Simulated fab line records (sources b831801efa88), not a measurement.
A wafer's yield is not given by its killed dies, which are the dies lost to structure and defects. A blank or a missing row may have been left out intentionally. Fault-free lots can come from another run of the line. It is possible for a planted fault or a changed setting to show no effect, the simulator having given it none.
Which tool is to blame? || flow gf180mcu || 6 lots, 18 wafers sampled, at 3 steps of a route of 602

WHAT THE GAUGES READ, wafer by wafer
GF_VT_IMPLANT_TW_MEAS_32.
{"lot": "L486", "measured": "day 7 17:12", "on": "film metro-02", "VT_IMPLANT_3_TW": "268.1 267.3 268.3"}
{"lot": "L488", "measured": "day 8 12:07", "on": "film metro-03", "VT_IMPLANT_3_TW": "271.1 269.9 270.0"}
{"lot": "L490", "measured": "day 8 22:02", "on": "film metro-02", "VT_IMPLANT_3_TW": "266.3 266.9 267.0"}
{"lot": "L500", "measured": "day 11 13:02", "on": "film metro-01", "VT_IMPLANT_3_TW": "268.6 270.6 269.1"}
{"lot": "L502", "measured": "day 12 04:17", "on": "film metro-02", "VT_IMPLANT_3_TW": "268.2 268.8 268.5"}
{"lot": "L506", "measured": "day 13 15:50", "on": "film metro-03", "VT_IMPLANT_3_TW": "274.3 274.2 273.4"}

EACH LOT AND THE TOOL THAT RAN IT (in order: tool; ch and the chambers of the sampled wafers; start)
{"lot": "L486", "GF_VT_IMPLANT_STRIP_20": "plasma asher-01 ch 0,1, day 7 01:23", "GF_VT_IMPLANT_STRIP_31": "plasma asher-02 ch 0,1, day 7 17:04"}
{"lot": "L488", "GF_VT_IMPLANT_STRIP_20": "plasma asher-01 ch 0,1, day 7 19:28", "GF_VT_IMPLANT_STRIP_31": "plasma asher-03 ch 0,1, day 8 11:59"}
{"lot": "L490", "GF_VT_IMPLANT_STRIP_20": "plasma asher-03 ch 0,1, day 8 04:16", "GF_VT_IMPLANT_STRIP_31": "plasma asher-02 ch 0,1, day 8 21:55"}
{"lot": "L500", "GF_VT_IMPLANT_STRIP_20": "plasma asher-02 ch 0,1, day 10 18:40", "GF_VT_IMPLANT_STRIP_31": "plasma asher-03 ch 0,1, day 11 12:55"}
{"lot": "L502", "GF_VT_IMPLANT_STRIP_20": "plasma asher-01 ch 0,1, day 11 09:11", "GF_VT_IMPLANT_STRIP_31": "plasma asher-03 ch 0,1, day 12 04:11"}
{"lot": "L506", "GF_VT_IMPLANT_STRIP_20": "plasma asher-01 ch 0,1, day 12 18:52", "GF_VT_IMPLANT_STRIP_31": "plasma asher-02 ch 0,1, day 13 15:45"}
- GF_VT_IMPLANT_STRIP_20: strips in O2/N2.
- GF_VT_IMPLANT_STRIP_31: strips in O2/N2.

THE ANSWER, worked out from the rows above alone
Rule: the usual values come from the lots themselves. The widest of any qualifying gaps counts: lots, ordered by their means at a reading, are off when they make up no more than a third of the lots, leave a main group of 4 or more, and stand apart from it by 3 or more times the standard deviation of that group's means. Not used: any main group whose means are identical at the precision the tables above print for the reading. A lot without any number at a reading at which 4 lots or more have one is off too. Where the step has rows for the other lots, those lots are counted as sound.
No lot is off on any of the readings shown, so nothing can be concluded from this.

WHAT THE SIMULATOR HAD PUT IN
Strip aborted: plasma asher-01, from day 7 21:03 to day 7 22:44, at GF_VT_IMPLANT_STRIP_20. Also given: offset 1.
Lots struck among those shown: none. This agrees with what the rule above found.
